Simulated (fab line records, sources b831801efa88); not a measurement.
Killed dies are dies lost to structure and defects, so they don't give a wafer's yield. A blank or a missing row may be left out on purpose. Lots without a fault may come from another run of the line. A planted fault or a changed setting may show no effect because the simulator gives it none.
fab line records | flow sky130
record lots=14 wafers=42 last_day=50
route steps=708 shown LOCAL_INTERCONNECT@401 METAL1@454 VIA1@470 VIA2@516
lots that met no fault: from a run of the same line without faults
start_h: hours from the record's first day to the start of the lot's first wafer shown | wait_h: hours since the lot's step before | " the same as in the row above | L1.1+2: a row that stands for several wafers | - no value, or no start given | * or withheld: withheld | < > ~ a bound
route shown NAME@n: a module of which the file shows steps, and the number in the route of the first | usual: mean/standard deviation of fault-free wafers | same: alike in all rows | chamber/n: place in a boat | sites: the reading at each site | _std_site: their standard deviation | _edge_site: outer sites' mean less inner sites' | radius_mm: how far each site lies from the wafer's centre | mask NAME#n: copy n | behind: the tool/chamber that last shaped the wafer | hold: why the lot was held/for how many hours/how that ended | device: the transistor (n, p or np) that didn't switch | end of line: the same wafers' tests at the end of the route | a step without rows: its recipe alone | killed: dies lost to structure and defects at the first sort, not the wafer's yield | map: a wafer's dies, x killed, . not, _ none there
set.NAME: the setting as run; set.NAME@STEP: as run at that earlier step | model.NAME: the simulator's own value behind a step, which no gauge read
steps of the route over a sample of lots; a table a step, a row a wafer
services: from which hour (start_h, from the record's first day; less than 0 if before it) a tool's chamber was out of use, for how many hours, and why
## steps
# step SKY_LOCAL_INTERCONNECT_METAL_ETCH_14
# recipe target_depth_nm=110 stop_on=PSG chemistry=Cl2/BCl3 target=TiN resist_sidewall_deg=88 pressure_mtorr=10 icp_w=900 bias_w=48.5 Cl2_flow_sccm=60 bcl3_flow_sccm=30 time_s=31.4
# usual drypump_motor_current_A=5.9/0.5 oes_product_au=0.944/0.0089 throttle_valve_pct=21.898/0.01
# columns lot.wafer tool chamber start_h wait_h drypump_motor_current_A oes_product_au rf_hours_counter_h throttle_valve_pct
L362.1 rie_metal-02 0 705.16 0.1 5.8 0.948 12 21.906
L362.2 " 1 " " 6.6 0.953 10 21.898
L362.5 " 0 " " 5.8 0.945 - 21.888
L363.1 rie_metal-03 0 716.43 0.0 5.7 0.953 14 21.882
L363.2 " 1 " " 5.1 0.941 7 21.883
L363.4 " 1 " " 5.1 0.961 - 21.893
L364.3 rie_metal-03 0 724.76 0.0 5.7 0.946 - 21.901
L364.5 " 1 " " 5.1 0.940 - 21.904
L364.6 " 0 " " 5.7 0.938 - 21.902
L365.1 rie_metal-03 1 739.65 0.0 5.1 0.945 7 21.899
L365.4 " 0 " " 5.8 0.950 - 21.878
L365.5 " 1 " " 5.1 0.958 - 21.895
L366.2 rie_metal-02 1 741.53 0.0 6.5 0.937 11 21.910
L366.3 " 0 " " 5.8 0.947 - 21.903
L366.5 " 0 " " 5.8 0.948 - 21.911
L367.2 rie_metal-03 0 748.99 0.0 5.7 0.938 15 21.893
L367.4 " 0 " " 5.7 0.934 - 21.903
L367.6 " 1 " " 5.1 0.935 - 21.900
L368.1 rie_metal-02 0 759.15 0.0 5.8 0.956 14 21.876
L368.2 " 1 " " 6.5 0.958 12 21.885
L368.4 " 0 " " 5.8 0.964 - 21.886
L373.3 rie_metal-03 1 799.64 0.0 5.1 0.952 - 21.907
L373.4 " 0 " " 5.7 0.937 - 21.888
L373.6 " 0 " " 5.8 0.938 - 21.891
L375.2 rie_metal-02 0 807.25 0.0 5.8 0.941 15 21.896
L375.3 " 1 " " 6.6 0.941 - 21.894
L375.5 " 1 " " 6.6 0.943 - 21.892
L377.2 rie_metal-03 1 827.44 0.0 5.1 0.933 10 21.900
L377.3 " 0 " " 5.8 0.945 - 21.910
L377.4 " 1 " " 5.1 0.952 - 21.894
L381.1 rie_metal-01 1 852.44 0.0 6.2 0.947 7 21.883
L381.2 " 0 " " 6.2 0.946 12 21.894
L381.4 " 0 " " 6.2 0.956 - 21.906
L382.1 rie_metal-01 0 859.68 0.0 6.2 0.927 12 21.911
L382.4 " 0 " " 6.2 0.933 - 21.895
L382.5 " 1 " " 6.2 0.937 - 21.889
L383.2 rie_metal-02 0 871.64 0.0 5.8 0.947 1 21.904
L383.3 " 1 " " 6.5 0.955 - 21.879
L383.4 " 0 " " 5.8 0.946 - 21.906
L384.1 rie_metal-02 1 874.73 0.0 6.6 0.931 17 21.916
L384.2 " 0 " " 5.8 0.935 1 21.887
L384.4 " 1 " " 6.6 0.948 - 21.908
# step SKY_METAL1_STRIP_20
# recipe chemistry=O2/N2 power_w=1400 pressure_mtorr=1500 platen_temp_c=withheld o2_flow_sccm=3000 n2_flow_sccm=300 overash_fraction=0.5
# usual drypump_motor_current_A=5.8/0.59 o2_flow_sccm=2999/8.7 oes_product_au=0.341/0.0052 strip_time_to_endpoint_s=2.68/0.042
# columns lot.wafer tool chamber start_h wait_h drypump_motor_current_A o2_flow_sccm oes_product_au rf_hours_counter_h strip_time_to_endpoint_s
L362.1 plasma_asher-02 1 763.67 0.1 5.1 2976 0.334 94 2.66
L362.2 " 0 " " 6.6 3016 0.337 94 2.74
L362.5 " 1 " " 5.1 2993 0.339 - 2.73
L363.1 plasma_asher-03 1 774.07 0.1 5.7 3010 0.345 65 2.72
L363.2 " 0 " " 6.2 2992 0.347 65 2.68
L363.4 " 0 " " 6.2 2998 0.351 - 2.69
L364.3 plasma_asher-03 0 782.30 0.1 6.2 3003 0.338 - 2.72
L364.5 " 0 " " 6.2 2991 0.341 - 2.69
L364.6 " 1 " " 5.7 2986 0.337 - 2.65
L365.1 plasma_asher-01 0 796.52 0.1 5.6 3009 0.347 5 2.71
L365.4 " 0 " " 5.6 3012 0.347 - 2.68
L365.5 " 1 " " 5.7 2988 0.352 - 2.72
L366.2 plasma_asher-02 1 798.13 0.1 5.1 2987 0.345 98 2.73
L366.3 " 0 " " 6.6 3001 0.358 - 2.75
L366.5 " 0 " " 6.6 2995 0.345 - 2.73
L367.2 plasma_asher-01 1 806.98 0.1 5.6 3014 0.339 6 2.63
L367.4 " 0 " " 5.6 3000 0.348 - 2.61
L367.6 " 0 " " 5.7 3011 0.344 - 2.70
L368.1 plasma_asher-02 0 816.36 0.1 6.6 2997 0.344 99 2.66
L368.2 " 1 " " 5.1 3000 0.343 99 2.70
L368.4 " 1 " " 5.1 3009 0.338 - 2.69
L373.3 plasma_asher-03 0 855.75 0.1 6.1 2995 0.342 - 2.66
L373.4 " 1 " " 5.8 2980 0.346 - 2.68
L373.6 " 0 " " 6.1 3004 0.340 - 2.65
L375.2 plasma_asher-03 0 862.42 0.1 6.1 2985 0.341 74 2.68
L375.3 " 1 " " 5.8 2992 0.335 - 2.66
L375.5 " 0 " " 6.2 3012 0.338 - 2.65
L377.2 plasma_asher-02 0 881.37 0.1 6.7 2994 0.337 106 2.72
L377.3 " 1 " " 5.1 3017 0.335 - 2.60
L377.4 " 0 " " 6.7 2996 0.341 - 2.67
L381.1 plasma_asher-01 1 907.08 0.1 5.7 2998 0.342 16 2.71
L381.2 " 0 " " 5.6 3015 0.346 16 2.66
L381.4 " 1 " " 5.6 2993 0.334 - 2.72
L382.1 plasma_asher-01 1 914.03 0.1 5.7 2995 0.336 17 2.69
L382.4 " 1 " " 5.6 2988 0.342 - 2.72
L382.5 " 1 " " 5.7 2991 0.342 - 2.73
L383.2 plasma_asher-02 0 926.06 0.1 6.7 2988 0.343 110 2.72
L383.3 " 1 " " 5.1 2994 0.342 - 2.76
L383.4 " 0 " " 6.6 2989 0.349 - 2.70
L384.1 plasma_asher-01 0 929.30 0.1 5.6 3005 0.346 18 2.65
L384.2 " 1 " " 5.6 2997 0.339 18 2.65
L384.4 " 0 " " 5.6 3000 0.341 - 2.66
# step SKY_VIA1_CD_MEAS_12
# recipe target_cd_nm=150
# usual cd_nm=151.0/1.8
# columns lot.wafer tool chamber start_h wait_h cd_nm
L362.1 cd_sem-02 - 790.82 - 151.0
L362.2 " - " " 151.1
L362.5 " - " " 151.6
L363.1 cd_sem-02 - 801.64 - 150.4
L363.2 " - " " 152.3
L363.4 " - " " 151.2
L364.3 cd_sem-02 - 810.00 - 150.3
L364.5 " - " " 149.4
L364.6 " - " " 152.1
L365.1 cd_sem-02 - 823.57 - 147.7
L365.4 " - " " 148.6
L365.5 " - " " 150.6
L366.2 cd_sem-02 - 825.64 - 150.4
L366.3 " - " " 149.6
L366.5 " - " " 152.1
L367.2 cd_sem-02 - 834.43 - 148.6
L367.4 " - " " 147.8
L367.6 " - " " 146.2
L368.1 cd_sem-02 - 843.07 - 150.3
L368.2 " - " " 152.8
L368.4 " - " " 151.2
L373.3 cd_sem-01 - 882.13 - 151.5
L373.4 " - " " 151.2
L373.6 " - " " 152.0
L375.2 cd_sem-01 - 888.49 - 149.7
L375.3 " - " " 148.9
L375.5 " - " " 151.0
L377.2 cd_sem-01 - 907.39 - 152.1
L377.3 " - " " 150.6
L377.4 " - " " 151.5
L381.1 cd_sem-02 - 933.09 - 150.2
L381.2 " - " " 148.4
L381.4 " - " " 151.8
L382.1 cd_sem-02 - 939.69 - 150.5
L382.4 " - " " 149.7
L382.5 " - " " 152.1
L383.2 cd_sem-02 - 951.99 - 150.9
L383.3 " - " " 151.0
L383.4 " - " " 152.7
L384.1 cd_sem-01 - 954.74 - 151.0
L384.2 " - " " 151.1
L384.4 " - " " 149.3
# step SKY_VIA2_EXPOSE_09
# recipe mask_id=VIM2 na=0.8 source_shape=annular sigma_inner=0.55 sigma_outer=0.85 target_cd_nm=200 dose_mj=38
# columns lot.wafer tool chamber start_h wait_h mask
L362.1+2+5 krf_scanner-01 0 834.13 - VIM2#0
L363.1+2+4 krf_scanner-01 0 843.87 - VIM2#0
L364.3+5+6 krf_scanner-01 0 851.95 - VIM2#0
L365.1+4+5 krf_scanner-01 0 864.98 - VIM2#0
L366.2+3+5 krf_scanner-02 0 867.76 - VIM2#0
L367.2+4+6 krf_scanner-02 0 875.90 - VIM2#0
L368.1+2+4 krf_scanner-01 0 885.84 - VIM2#0
L373.3+4+6 krf_scanner-02 0 922.73 - VIM2#0
L375.2+3+5 krf_scanner-02 0 929.53 - VIM2#0
L377.2+3+4 krf_scanner-01 0 948.28 - VIM2#0
L381.1+2+4 krf_scanner-01 0 972.94 - VIM2#0
L382.1+4+5 krf_scanner-01 0 979.24 - VIM2#0
L383.2+3+4 krf_scanner-02 0 991.41 - VIM2#0
L384.1+2+4 krf_scanner-01 0 993.50 - VIM2#0
# step SKY_VIA2_CD_MEAS_12
# recipe target_cd_nm=200
# usual cd_nm=200.0/1.2
# columns lot.wafer tool chamber start_h wait_h cd_nm
L362.1 cd_sem-01 - 846.37 - 198.9
L362.2 " - " " 200.4
L362.5 " - " " 200.2
L363.1 cd_sem-01 - 856.82 - 199.0
L363.2 " - " " 199.7
L363.4 " - " " 199.4
L364.3 cd_sem-01 - 864.46 - 198.8
L364.5 " - " " 200.4
L364.6 " - " " 198.7
L365.1 cd_sem-02 - 877.42 - 199.3
L365.4 " - " " 199.6
L365.5 " - " " 199.2
L366.2 cd_sem-02 - 880.10 - 205.2
L366.3 " - " " 202.6
L366.5 " - " " 203.7
L367.2 cd_sem-02 - 888.70 - 199.2
L367.4 " - " " 200.4
L367.6 " - " " 199.7
L368.1 cd_sem-01 - 898.07 - 199.9
L368.2 " - " " 200.6
L368.4 " - " " 200.4
L373.3 cd_sem-02 - 935.17 - 172.3
L373.4 " - " " 200.9
L373.6 " - " " 199.4
L375.2 cd_sem-02 - 942.11 - 200.3
L375.3 " - " " 171.0
L375.5 " - " " 170.8
L377.2 cd_sem-02 - 960.15 - 199.9
L377.3 " - " " 199.8
L377.4 " - " " 200.4
L381.1 cd_sem-01 - 984.38 - 200.0
L381.2 " - " " 202.4
L381.4 " - " " 199.3
L382.1 cd_sem-02 - 991.13 - 199.3
L382.4 " - " " 199.0
L382.5 " - " " 199.8
L383.2 cd_sem-02 - 1002.06 - 199.1
L383.3 " - " " 199.2
L383.4 " - " " 200.4
L384.1 cd_sem-02 - 1004.53 - 199.1
L384.2 " - " " 200.1
L384.4 " - " " 200.1
## services
# columns tool chamber start_h hours kind
plasma_asher-02 - 691.11 3.1 repair
krf_scanner-01 - 708.38 1.0 pm
plasma_asher-02 - 711.83 2.7 repair
plasma_asher-01 - 733.75 9.0 pm
krf_scanner-01 - 758.60 0.8 pm
krf_scanner-01 - 765.58 1.5 repair
krf_scanner-01 - 769.87 1.3 pm
plasma_asher-02 - 772.49 0.9 repair
krf_scanner-02 - 777.26 0.5 repair
krf_scanner-02 - 783.24 1.0 pm
rie_metal-02 - 785.29 1.4 pm
rie_metal-02 - 788.63 0.6 repair
rie_metal-03 - 799.87 1.1 repair
krf_scanner-02 - 815.30 0.8 pm
krf_scanner-02 - 822.85 1.3 pm
plasma_asher-01 - 826.62 1.2 repair
plasma_asher-01 - 833.17 0.3 repair
plasma_asher-01 - 855.09 3.9 repair
krf_scanner-01 - 877.38 1.0 pm
krf_scanner-01 - 927.46 0.8 pm
krf_scanner-01 - 945.77 1.3 pm
rie_metal-03 0 949.59 1.5 repair
krf_scanner-01 - 957.72 6.0 repair
rie_metal-03 - 959.00 2.8 pm
## key
first_sign step=SKY_VIA2_CD_MEAS_12 reading=cd_nm direction=down sigmas=24 usual=200.0 struck=171.3
effect none on later readings
met_at SKY_VIA2_EXPOSE_09
struck_lots L373,L375
struck_wafers L373.3,L375.3,L375.5
sort_left_out L373.3,L375.3,L375.5
not_acting_at SKY_LOCAL_INTERCONNECT_METAL_ETCH_14,SKY_METAL1_STRIP_20,SKY_VIA1_CD_MEAS_12
onset_between 875.90 922.73
fault kind=process_parameter_drift tool=krf_scanner-02 chamber=- onset_h=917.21 steps=SKY_VIA2_EXPOSE_09 channel=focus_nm offset=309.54 shape=step end_h=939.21 scope=struck_wafers_only
# sort_left_out: the simulated sort isn't trusted on such a fault, so these wafers' sort isn't shown, and their yield isn't known
